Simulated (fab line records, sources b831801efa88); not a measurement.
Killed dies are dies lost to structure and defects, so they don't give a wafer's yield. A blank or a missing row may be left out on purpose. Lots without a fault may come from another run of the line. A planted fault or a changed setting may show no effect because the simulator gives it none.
fab line records | flow sky130 | part 1 of 2: steps 1 to 43 of 44
record lots=6 wafers=18 last_day=50
route steps=708 shown VIA3@593 METAL4@598 CAP2M@603 PAD_OPEN@708
lots that met no fault: from a run of the same line without faults
start_h: hours from the record's first day to the start of the lot's first wafer shown | wait_h: hours since the lot's step before | " the same as in the row above | L1.1+2: a row that stands for several wafers | - no value, or no start given | * or withheld: withheld | < > ~ a bound
route shown NAME@n: a module of which the file shows steps, and the number in the route of the first | usual: mean/standard deviation of fault-free wafers | same: alike in all rows | chamber/n: place in a boat | sites: the reading at each site | _std_site: their standard deviation | _edge_site: outer sites' mean less inner sites' | radius_mm: how far each site lies from the wafer's centre | mask NAME#n: copy n | behind: the tool/chamber that last shaped the wafer | hold: why the lot was held/for how many hours/how that ended | device: the transistor (n, p or np) that didn't switch | end of line: the same wafers' tests at the end of the route | a step without rows: its recipe alone | killed: dies lost to structure and defects at the first sort, not the wafer's yield | map: a wafer's dies, x killed, . not, _ none there
set.NAME: the setting as run; set.NAME@STEP: as run at that earlier step | model.NAME: the simulator's own value behind a step, which no gauge read
lots at some steps of the route; a table a step, a row a wafer
services: from which hour (start_h, from the record's first day; less than 0 if before it) a tool's chamber was out of use, for how many hours, and why
## steps
# step SKY_VIA3_SPUTTER_20
# recipe material=TiN target_thk_nm=20 chamber_pressure_pa=5 power_w=4000 time_s=80
# step SKY_VIA3_CVD_21
# recipe material=W target_thk_nm=390 time_s=117.31 temp_c=400 pressure_torr=40
# step SKY_VIA3_RS_MEAS_22
# recipe thk_meas_gauge=four-point-probe reads=W_of_VIA3_CVD_21+TiN_of_VIA3_SPUTTER_20
# usual VIA3_W_RS=0.2944/0.003
# columns lot.wafer tool chamber start_h wait_h VIA3_W_RS[ohm/sq]
L918.4 film_metro-01 - 970.96 0.1 0.2930
L918.5 " - " " 0.2963
L918.6 " - " " 0.2914
L922.1 film_metro-01 - 972.47 0.1 0.2912
L922.4 " - " " 0.2948
L922.6 " - " " 0.2942
L927.3 film_metro-01 - 1020.31 0.1 0.2947
L927.4 " - " " 0.2912
L927.5 " - " " 0.2926
L931.2 film_metro-03 - 1043.30 0.1 0.2921
L931.4 " - " " 0.2931
L931.6 " - " " 0.2943
L934.1 film_metro-04 - 1044.58 0.1 0.2959
L934.3 " - " " 0.2957
L934.4 " - " " 0.2972
L937.1 film_metro-03 - 1074.10 0.1 0.2942
L937.3 " - " " 0.2938
L937.6 " - " " 0.2917
# step SKY_VIA3_THK_MEAS_23
# recipe thk_meas_gauge=xrf reads=W_of_VIA3_CVD_21
# usual VIA3_W_THK=397/5.2
# columns lot.wafer tool chamber start_h wait_h VIA3_W_THK[nm]
L918.4 film_metro-01 - 971.05 0.1 401
L918.5 " - " " 397
L918.6 " - " " 401
L922.1 film_metro-01 - 972.59 0.1 401
L922.4 " - " " 401
L922.6 " - " " 400
L927.3 film_metro-01 - 1020.41 0.1 401
L927.4 " - " " 407
L927.5 " - " " 402
L931.2 film_metro-03 - 1043.41 0.1 403
L931.4 " - " " 401
L931.6 " - " " 397
L934.1 film_metro-04 - 1044.70 0.1 389
L934.3 " - " " 388
L934.4 " - " " 387
L937.1 film_metro-03 - 1074.22 0.1 395
L937.3 " - " " 396
L937.6 " - " " 398
# step SKY_VIA3_CMP_24
# recipe stop_on=SiO2 t_overpolish_s=20 down_force_psi=3.5 platen_rpm=60 target_thk_nm=0 pad_velocity_m_s=0.94248
# step SKY_METAL4_SPUTTER_00
# recipe material=Ti target_thk_nm=15 power_w=3000 time_s=10 chamber_pressure_pa=0.4
# step SKY_METAL4_SPUTTER_01
# recipe material=TiN target_thk_nm=20 power_w=6500 time_s=16.7 chamber_pressure_pa=0.4
# usual throttle_valve_pct=29.7/1
# columns lot.wafer tool chamber start_h wait_h throttle_valve_pct
L918.4 pvd_sputter-04 - 971.43 0.0 31.9
L918.5 " - " " 31.9
L918.6 " - " " 29.0
L922.1 pvd_sputter-01 - 972.97 0.0 28.5
L922.4 " - " " 30.1
L922.6 " - " " 29.0
L927.3 pvd_sputter-03 - 1020.77 0.0 29.5
L927.4 " - " " 28.4
L927.5 " - " " 31.3
L931.2 pvd_sputter-03 - 1043.79 0.0 28.5
L931.4 " - " " 29.2
L931.6 " - " " 31.1
L934.1 pvd_sputter-01 - 1045.08 0.0 28.4
L934.3 " - " " 29.3
L934.4 " - " " 29.0
L937.1 pvd_sputter-04 - 1074.64 0.0 28.7
L937.3 " - " " 30.3
L937.6 " - " " 30.4
# step SKY_METAL4_SPUTTER_02
# recipe material=AlCu target_thk_nm=735 power_w=10600 time_s=39.1 chamber_pressure_pa=0.4
# usual throttle_valve_pct=29.7/1
# columns lot.wafer tool chamber start_h wait_h throttle_valve_pct
L918.4 pvd_sputter-04 - 971.45 0.0 31.8
L918.5 " - " " 31.7
L918.6 " - " " 29.0
L922.1 pvd_sputter-01 - 972.99 0.0 28.6
L922.4 " - " " 29.9
L922.6 " - " " 29.1
L927.3 pvd_sputter-03 - 1020.79 0.0 29.3
L927.4 " - " " 28.5
L927.5 " - " " 31.3
L931.2 pvd_sputter-03 - 1043.81 0.0 28.5
L931.4 " - " " 29.3
L931.6 " - " " 31.1
L934.1 pvd_sputter-01 - 1045.11 0.0 28.5
L934.3 " - " " 29.4
L934.4 " - " " 29.4
L937.1 pvd_sputter-04 - 1074.66 0.0 28.8
L937.3 " - " " 30.2
L937.6 " - " " 30.6
# step SKY_METAL4_SPUTTER_03
# recipe material=Ti target_thk_nm=5 power_w=3000 time_s=3.3 chamber_pressure_pa=0.4
# step SKY_METAL4_SPUTTER_04
# recipe material=TiN target_thk_nm=70 power_w=6500 time_s=56.14 chamber_pressure_pa=0.4
# usual throttle_valve_pct=29.7/1
# columns lot.wafer tool chamber start_h wait_h throttle_valve_pct
L918.4 pvd_sputter-04 - 971.51 0.0 32.0
L918.5 " - " " 31.9
L918.6 " - " " 29.0
L922.1 pvd_sputter-01 - 973.05 0.0 28.6
L922.4 " - " " 29.9
L922.6 " - " " 29.4
L927.3 pvd_sputter-03 - 1020.85 0.0 29.2
L927.4 " - " " 28.4
L927.5 " - " " 31.1
L931.2 pvd_sputter-03 - 1043.87 0.0 28.4
L931.4 " - " " 29.4
L931.6 " - " " 31.0
L934.1 pvd_sputter-01 - 1045.17 0.0 28.2
L934.3 " - " " 29.3
L934.4 " - " " 29.3
L937.1 pvd_sputter-04 - 1074.72 0.0 28.8
L937.3 " - " " 30.4
L937.6 " - " " 30.3
# step SKY_CAP2M_CVD_00
# recipe material=SiO2 target_thk_nm=15.5 temp_c=400 time_s=withheld rf_w=450
# usual heater_power_w=733/62
# columns lot.wafer tool chamber start_h wait_h heater_power_w
L918.4 pecvd-02 1 971.57 0.0 653
L918.5 " 2 " " 692
L918.6 " 1 " " 644
L922.1 pecvd-04 1 973.10 0.0 757
L922.4 " 0 " " 806
L922.6 " 1 " " 750
L927.3 pecvd-01 0 1020.90 0.0 759
L927.4 " 1 " " 692
L927.5 " 2 " " 648
L931.2 pecvd-04 2 1043.92 0.0 757
L931.4 " 1 " " 677
L931.6 " 2 " " 744
L934.1 pecvd-02 2 1045.22 0.0 704
L934.3 " 1 " " 756
L934.4 " 1 " " 752
L937.1 pecvd-02 0 1074.77 0.0 778
L937.3 " 1 " " 765
L937.6 " 1 " " 752
# step SKY_CAP2M_THK_MEAS_01
# recipe reads=SiO2_of_CAP2M_CVD_00
# usual CAP2M_CVD_00_THK=15.50/0.27
# columns lot.wafer tool chamber start_h wait_h CAP2M_CVD_00_THK[nm]
L918.4 film_metro-02 - 971.62 - 15.77
L918.5 " - " " 15.28
L918.6 " - " " 15.67
L922.1 film_metro-02 - 973.12 - 15.22
L922.4 " - " " 15.27
L922.6 " - " " 15.16
L927.3 film_metro-04 - 1020.94 - 15.06
L927.4 " - " " 15.38
L927.5 " - " " 15.39
L931.2 film_metro-02 - 1043.95 - 15.22
L931.4 " - " " 15.67
L931.6 " - " " 15.56
L934.1 film_metro-04 - 1045.24 - 15.59
L934.3 " - " " 16.04
L934.4 " - " " 15.93
L937.1 film_metro-04 - 1074.79 - 15.61
L937.3 " - " " 15.39
L937.6 " - " " 15.83
# step SKY_CAP2M_SPUTTER_02
# recipe material=TiN target_thk_nm=200 temp_c=300 power_w=6500 time_s=166.7 chamber_pressure_pa=0.4
# usual throttle_valve_pct=30.1/1.1
# columns lot.wafer tool chamber start_h wait_h throttle_valve_pct model.TiN_of_CAP2M_SPUTTER_02.thk_nm
L918.4 pvd_sputter-04 - 971.65 0.0 30.0 199.3
L918.5 " - " " 30.1 199.1
L918.6 " - " " 28.7 198.4
L922.1 pvd_sputter-02 - 973.18 0.1 29.8 200.5
L922.4 " - " " 31.6 202.1
L922.6 " - " " 31.2 201.8
L927.3 pvd_sputter-04 - 1020.98 0.0 30.1 166.9
L927.4 " - " " 28.8 168.2
L927.5 " - " " 28.8 168.8
L931.2 pvd_sputter-04 - 1044.00 0.0 32.0 168.6
L931.4 " - " " 29.0 169.6
L931.6 " - " " 28.7 166.9
L934.1 pvd_sputter-02 - 1045.30 0.1 29.8 198.7
L934.3 " - " " 31.4 198.3
L934.4 " - " " 31.5 200.2
L937.1 pvd_sputter-03 - 1074.85 0.1 29.5 197
L937.3 " - " " 28.6 199.6
L937.6 " - " " 31.2 196.3
# step SKY_CAP2M_RS_MEAS_03
# recipe thk_meas_gauge=four-point-probe reads=TiN_of_CAP2M_SPUTTER_02
# usual CAP2M_TIN_RS=6.92/0.064
# columns lot.wafer tool chamber start_h wait_h CAP2M_TIN_RS[ohm/sq]
L918.4 film_metro-03 - 971.82 0.1 6.93
L918.5 " - " " 6.95
L918.6 " - " " 6.98
L922.1 film_metro-02 - 973.29 0.1 6.87
L922.4 " - " " 6.83
L922.6 " - " " 6.84
L927.3 film_metro-02 - 1021.13 0.1 8.30
L927.4 " - " " 8.25
L927.5 " - " " 8.21
L931.2 film_metro-02 - 1044.13 0.1 8.22
L931.4 " - " " 8.18
L931.6 " - " " 8.31
L934.1 film_metro-03 - 1045.41 0.1 6.94
L934.3 " - " " 6.97
L934.4 " - " " 6.90
L937.1 film_metro-04 - 1074.96 0.1 7.01
L937.3 " - " " 6.91
L937.6 " - " " 7.04
# step SKY_CAP2M_THK_MEAS_04
# recipe thk_meas_gauge=xrf reads=TiN_of_CAP2M_SPUTTER_02
# usual CAP2M_TIN_THK=201.6/2
# columns lot.wafer tool chamber start_h wait_h CAP2M_TIN_THK[nm]
L918.4 film_metro-03 - 971.91 0.1 201.7
L918.5 " - " " 201.3
L918.6 " - " " 201.0
L922.1 film_metro-02 - 973.41 0.1 202.9
L922.4 " - " " 204.2
L922.6 " - " " 204.1
L927.3 film_metro-02 - 1021.23 0.1 168.6
L927.4 " - " " 169.7
L927.5 " - " " 170.6
L931.2 film_metro-02 - 1044.24 0.1 170.6
L931.4 " - " " 171.0
L931.6 " - " " 168.9
L934.1 film_metro-03 - 1045.53 0.1 202.1
L934.3 " - " " 200.5
L934.4 " - " " 202.4
L937.1 film_metro-04 - 1075.08 0.1 197.9
L937.3 " - " " 200.8
L937.6 " - " " 197.1
# step SKY_CAP2M_DEHYDRATE_05
# recipe temp_c=200 time_s=60
# step SKY_CAP2M_HMDS_06
# recipe prime_time_s=60 prime_temp_c=120
# step SKY_CAP2M_COAT_07
# recipe resist=NOVOLAK spin_rpm=3000 resist_thk_nm=1140
# step SKY_CAP2M_SOFTBAKE_08
# recipe temp_c=90 time_s=60 resist=NOVOLAK
# step SKY_CAP2M_EXPOSE_09
# recipe mask_id=CAP2M na=0.6 source_shape=conventional sigma_outer=0.6 polarization=unpolarized target_cd_nm=1000 dose_mj=159
# step SKY_CAP2M_PEB_10
# recipe temp_c=withheld time_s=* resist=NOVOLAK
# step SKY_CAP2M_DEVELOP_11
# recipe resist=NOVOLAK developer=TMAH develop_time_s=60 dev_temp_c=23
# step SKY_CAP2M_OVL_MEAS_12
# usual CAP2M_OVL=-0.1/1.3
# columns lot.wafer tool chamber start_h wait_h CAP2M_OVL[nm]
L918.4 overlay-01 - 995.38 0.1 1.3
L918.5 " - " " 0.6
L918.6 " - " " 0.8
L922.1 overlay-02 - 996.61 0.1 -1.1
L922.4 " - " " -0.1
L922.6 " - " " 0.1
L927.3 overlay-01 - 1042.78 0.1 0.7
L927.4 " - " " 0.4
L927.5 " - " " -0.4
L931.2 overlay-01 - 1066.23 0.1 0.0
L931.4 " - " " 2.6
L931.6 " - " " -1.3
L934.1 overlay-01 - 1066.63 0.1 -0.3
L934.3 " - " " 1.1
L934.4 " - " " 0.6
L937.1 overlay-01 - 1096.07 0.1 2.5
L937.3 " - " " 2.0
L937.6 " - " " -0.2
# step SKY_CAP2M_METAL_ETCH_13
# recipe target_depth_nm=220 stop_on=SiO2 chemistry=Cl2/BCl3 target=TiN pressure_mtorr=10 icp_w=900 bias_w=48.5 Cl2_flow_sccm=60 bcl3_flow_sccm=30 time_s=62.9
# usual drypump_motor_current_A=5.95/0.23 oes_product_au=0.941/0.0069 throttle_valve_pct=21.902/0.0097
# columns lot.wafer tool chamber start_h wait_h drypump_motor_current_A oes_product_au rf_hours_counter_h throttle_valve_pct
L918.4 rie_metal-03 0 995.43 0.0 5.50 0.938 - 21.910
L918.5 " 1 " " 5.97 0.936 - 21.901
L918.6 " 0 " " 5.52 0.940 - 21.909
L922.1 rie_metal-03 0 996.65 0.0 5.53 0.942 20 21.887
L922.4 " 0 " " 5.52 0.952 - 21.880
L922.6 " 1 " " 5.98 0.945 - 21.890
L927.3 rie_metal-01 0 1042.84 0.1 6.28 0.846 - 21.964
L927.4 " 1 " " 5.95 0.855 - 21.947
L927.5 " 0 " " 6.27 0.853 - 21.953
L931.2 rie_metal-01 0 1066.26 0.0 6.27 0.846 22 21.956
L931.4 " 0 " " 6.27 0.862 - 21.961
L931.6 " 1 " " 5.96 0.850 - 21.970
L934.1 rie_metal-02 0 1066.67 0.0 5.87 0.936 14 21.913
L934.3 " 0 " " 5.87 0.931 - 21.896
L934.4 " 1 " " 6.09 0.935 - 21.904
L937.1 rie_metal-01 0 1096.11 0.0 6.25 0.930 24 21.905
L937.3 " 0 " " 6.26 0.941 - 21.909
L937.6 " 1 " " 5.98 0.928 - 21.901
# step SKY_CAP2M_STRIP_14
# recipe chemistry=O2/N2 power_w=1400 pressure_mtorr=1500 platen_temp_c=withheld o2_flow_sccm=3000 n2_flow_sccm=300 overash_fraction=0.5
# step SKY_CAP2M_STRIP_15
# recipe chemistry=post_etch_residue_remover time_s=1200 temp_c=72.5
# step SKY_CAP2M_CLEAN_16
# recipe chemistry=IPA time_s=180 temp_c=25
# step SKY_CAP2M_CLEAN_17
# recipe chemistry=O3/DIW dry=n2_spin
# step SKY_METAL4_DEHYDRATE_05
# recipe temp_c=200 time_s=60
# step SKY_METAL4_HMDS_06
# recipe prime_time_s=60 prime_temp_c=120
# step SKY_METAL4_COAT_07
# recipe resist=BARC temp_c=withheld time_s=withheld spin_rpm=3000 resist_thk_nm=60
# step SKY_METAL4_COAT_08
# recipe resist=KrF-thick spin_rpm=3000 resist_thk_nm=1140
# step SKY_METAL4_SOFTBAKE_09
# recipe temp_c=100 time_s=90 resist=KrF-thick
# step SKY_METAL4_EXPOSE_10
# recipe mask_id=MM4 na=0.68 source_shape=annular sigma_inner=0.4 sigma_outer=0.8 target_cd_nm=300 dose_mj=28
# step SKY_METAL4_PEB_11
# recipe peb_temp_c=withheld peb_time_s=withheld resist=KrF-thick
# step SKY_METAL4_DEVELOP_12
# recipe develop_time_s=60 resist=KrF-thick dev_temp_c=21
# step SKY_METAL4_CD_MEAS_13
# recipe target_cd_nm=300
# usual cd_nm=299.4/1.5
# columns lot.wafer tool chamber start_h wait_h cd_nm
L918.4 cd_sem-02 - 1020.37 - 300.2
L918.5 " - " " 299.2
L918.6 " - " " 298.1
L922.1 cd_sem-01 - 1021.37 - 298.8
L922.4 " - " " 298.5
L922.6 " - " " 298.5
L927.3 cd_sem-01 - 1064.95 - 300.0
L927.4 " - " " 298.1
L927.5 " - " " 299.3
L931.2 cd_sem-02 - 1089.00 - 295.4
L931.4 " - " " 295.4
L931.6 " - " " 294.4
L934.1 cd_sem-02 - 1089.34 - 301.0
L934.3 " - " " 299.9
L934.4 " - " " 299.4
L937.1 cd_sem-02 - 1118.68 - 300.5
L937.3 " - " " 300.7
L937.6 " - " " 299.2
# step SKY_METAL4_OVL_MEAS_14
# usual METAL4_OVL=-1/6
# columns lot.wafer tool chamber start_h wait_h METAL4_OVL[nm]
L918.4 overlay-01 - 1020.45 0.1 13
L918.5 " - " " 9
L918.6 " - " " 8
L922.1 overlay-02 - 1021.49 0.1 -9
L922.4 " - " " -6
L922.6 " - " " -5
L927.3 overlay-01 - 1065.05 0.1 5
L927.4 " - " " 12
L927.5 " - " " 2
L931.2 overlay-02 - 1089.10 0.1 6
L931.4 " - " " 4
L931.6 " - " " 0
L934.1 overlay-01 - 1089.46 0.1 0
L934.3 " - " " 3
L934.4 " - " " -4
L937.1 overlay-02 - 1118.80 0.1 -10
L937.3 " - " " -2
L937.6 " - " " -3
# step SKY_METAL4_DESCUM_15
# recipe chemistry=O2 source_power_w=150 bias_power_w=0 pressure_mtorr=10 temp_c=40 time_s=8
# step SKY_METAL4_ETCH_16
# recipe chemistry=N2/H2 target=BARC ion_energy_ev=200 bias_w=100 pressure_mtorr=30 n2_flow_sccm=100 h2_flow_sccm=200 icp_w=500 stop_on=SiO2 time_s=88.2 target_depth_a=600
# step SKY_METAL4_ETCH_17
# recipe target=SiO2 stop_on=TiN chemistry=C4F8/O2/Ar source_w=1500 bias_w=1200 pressure_mtorr=40 c4f8_flow_sccm=withheld O2_flow_sccm=6 Ar_flow_sccm=300 time_s=3.9 target_depth_a=150
# step SKY_METAL4_METAL_ETCH_18
# recipe target_depth_a=8450 stop_on=SiO2 over_etch_frac=0.3 time_s=183.1 chemistry=Cl2/BCl3 resist_sidewall_deg=88 pressure_mtorr=10 icp_w=900 bias_w=48.5 Cl2_flow_sccm=60 bcl3_flow_sccm=30
# usual drypump_motor_current_A=5.9/0.37 oes_product_au=0.863/0.0064 throttle_valve_pct=22.264/0.0083
# columns lot.wafer tool chamber start_h wait_h drypump_motor_current_A oes_product_au rf_hours_counter_h throttle_valve_pct
L918.4 rie_metal-03 1 1020.68 0.1 6.0 0.870 - 22.268
L918.5 " 1 " " 6.0 0.867 - 22.259
L918.6 " 0 " " 5.5 0.865 - 22.260
L922.1 rie_metal-03 1 1021.68 0.0 6.0 0.872 21 22.271
L922.4 " 0 " " 5.5 0.869 - 22.264
L922.6 " 0 " " 5.5 0.861 - 22.251
L927.3 rie_metal-01 1 1065.28 0.1 6.0 0.862 - 22.259
L927.4 " 0 " " 6.2 0.877 - 22.267
L927.5 " 1 " " 6.0 0.863 - 22.265
L931.2 rie_metal-03 0 1089.28 0.0 5.5 0.862 2 22.256
L931.4 " 0 " " 5.5 0.858 - 22.257
L931.6 " 1 " " 6.0 0.862 - 22.264
L934.1 rie_metal-03 0 1089.64 0.0 5.5 0.851 3 22.245
L934.3 " 1 " " 6.0 0.862 - 22.275
L934.4 " 0 " " 5.5 0.862 - 22.265
L937.1 rie_metal-04 1 1118.98 0.0 6.4 0.866 21 22.262
L937.3 " 1 " " 6.4 0.864 - 22.265
L937.6 " 0 " " 5.4 0.868 - 22.271
# step SKY_METAL4_STRIP_20
# recipe chemistry=post_etch_residue_remover time_s=1200 temp_c=72.5
# columns lot.wafer tool chamber start_h wait_h model.TiN_of_CAP2M_SPUTTER_02.thk_nm
L918.4 wet_bench-02 0 1020.90 0.0 198.5
L918.5 " 0 " " 198.2
L918.6 " 0 " " 197.6
L922.1 wet_bench-03 0 1021.96 0.1 199.7
L922.4 " 0 " " 201.3
L922.6 " 0 " " 200.9
L927.3 wet_bench-01 3 1065.50 0.0 166
L927.4 " 3 " " 167.4
L927.5 " 3 " " 168
L931.2 wet_bench-02 1 1089.56 0.1 167.8
L931.4 " 1 " " 168.8
L931.6 " 1 " " 166.1
L934.1 wet_bench-01 3 1090.03 0.2 197.9
L934.3 " 3 " " 197.5
L934.4 " 3 " " 199.4
L937.1 wet_bench-02 2 1119.26 0.1 196.2
L937.3 " 2 " " 198.8
L937.6 " 2 " " 195.4
## key
first_sign step=SKY_CAP2M_RS_MEAS_03 reading=CAP2M_TIN_RS direction=up sigmas=21 usual=6.92 struck=8.25
effect step=SKY_CAP2M_THK_MEAS_04 reading=CAP2M_TIN_THK direction=down sigmas=16 usual=201.6 struck=169.9
effect step=SKY_CAP2M_METAL_ETCH_13 reading=oes_product_au direction=down sigmas=13 usual=0.941 struck=0.852
model_effect step=SKY_CAP2M_SPUTTER_02 value=TiN_of_CAP2M_SPUTTER_02.thk_nm without=201.8 struck=168.2
model_effect step=SKY_METAL4_STRIP_20 value=TiN_of_CAP2M_SPUTTER_02.thk_nm without=201 struck=167.3
model_effect step=SKY_PAD_OPEN_PROBE_99 value=etest.cap_mim2.plate_ohm_sq without=5.949 struck=7.139
met_at SKY_CAP2M_SPUTTER_02
struck_wafers L927.3,L927.4,L927.5,L931.2,L931.4,L931.6
onset_between 971.65 1020.98
also_fits SKY_METAL4_SPUTTER_01:pvd_sputter-03,SKY_METAL4_SPUTTER_02:pvd_sputter-03,SKY_METAL4_SPUTTER_04:pvd_sputter-03
fault kind=process_parameter_drift tool=pvd_sputter-04 chamber=- onset_h=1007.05 steps=SKY_CAP2M_SPUTTER_02 channel=time_s offset=* shape=step end_h=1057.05 acts_in=* stated=*
